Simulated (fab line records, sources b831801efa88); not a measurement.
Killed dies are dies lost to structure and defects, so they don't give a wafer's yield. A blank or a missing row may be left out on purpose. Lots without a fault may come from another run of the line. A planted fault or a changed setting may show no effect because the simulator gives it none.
One fault seen from 2 desks | flow gf180mcu | each desk has only its own numbers; what lay behind them comes last

THE METROLOGY DESK
What the gauges read, lot by lot, whatever tool the lot ran on: means of the sampled wafers that have a number. A lot is out of limits, marked OUT, if its mean lies more than 4 standard deviations from the usual mean; the brackets give that distance.
Columns: A = HV_LDD_3_TW at GF_HV_LDD_TW_MEAS_38, usual 1438; B = PSD_TW at GF_PSD_TW_MEAS_11, usual 3163; C = PSD_RS at GF_PSD_RS_MEAS_15, usual 108.52 ohm/sq
lot  | first seen here | A    | B    | C
L915 | day 11 10:38    | 1442 | 3191 | 108.53
L917 | day 12 06:01    | 1435 | 3192 | 108.52
L918 | day 12 11:10    | 1472 | 3122 | 108.53
L920 | day 13 03:52    | 1428 | 3175 | 108.31
L921 | day 13 14:08    | 1424 | 3256 | 105.41 (-12) OUT
L922 | day 13 23:16    | 1466 | 3257 | 105.23 (-13) OUT
L930 | day 16 11:54    | 1467 | 3193 | 108.29
L932 | day 17 05:14    | 1413 | 3142 | 108.67
L933 | day 17 11:45    | 1432 | 3183 | 108.36
L934 | day 17 20:06    | 1434 | 3125 | 108.60
L938 | day 19 02:09    | 1476 | 3147 | 108.45
This desk's finding: out of limits on L921, L922; first on L921, day 16 10:45 (PSD_RS at GF_PSD_RS_MEAS_15). In limits: L915, L917, L918, L920, L930, L932, L933, L934, L938.

THE TOOL OWNER'S DESK: implanter-02
The tool's own readings at GF_PSD_IMPLANT_09: means of the sampled wafers that have a number, for each lot that ran on this tool. A lot is out of limits, marked OUT, if its mean lies more than 4 standard deviations from the usual mean; the brackets give that distance.
Columns: A = beam_on_s at GF_PSD_IMPLANT_09, usual 9.97 s; B = end_station_pressure_torr at GF_PSD_IMPLANT_09, usual 1.18e-05 Torr; C = faraday_current_uA at GF_PSD_IMPLANT_09, usual 8276
lot  | first seen here | A                | B                          | C
L920 | day 15 22:58    | 10.05            | 1.18e-05                   | 8217
L921 | day 16 10:11    | 11.72 (+8.7) OUT | 8.06e-05 (+99 or more) OUT | 6839 (-9.0) OUT
L922 | day 16 22:19    | 11.83 (+9.3) OUT | 7.91e-05 (+99 or more) OUT | 6787 (-9.3) OUT
L932 | day 20 08:26    | 10.08            | 1.22e-05                   | 8153
L933 | day 20 15:23    | 9.97             | 1.26e-05                   | 8284
L934 | day 21 00:49    | 9.98             | 1.12e-05                   | 8278
L938 | day 22 05:41    | 9.95             | 1.18e-05                   | 8322
This desk's finding: out of limits on L921, L922; first on L921, day 16 10:11 (beam_on_s at GF_PSD_IMPLANT_09). In limits: L920, L932, L933, L934, L938.

PUT TOGETHER
The tool owner's desk could have raised an alarm at day 16 10:11, on L921, L922.
The metrology desk could have raised an alarm at day 16 10:45, on L921, L922.
Of the lots named, all ran GF_PSD_IMPLANT_09 on implanter-02.

WHAT THE SIMULATOR HAD PUT IN
Process parameter drift: implanter-02, from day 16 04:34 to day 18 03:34, at GF_PSD_IMPLANT_09. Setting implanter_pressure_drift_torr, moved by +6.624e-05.
Process parameter drift: implanter-02, from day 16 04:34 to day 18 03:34, at GF_PSD_IMPLANT_09. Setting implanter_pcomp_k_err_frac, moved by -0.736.
Lots struck among those shown: L921, L922.
Hours from the fault's start to each desk's first reading out of limits: the tool owner's desk, 6; the metrology desk, 6.
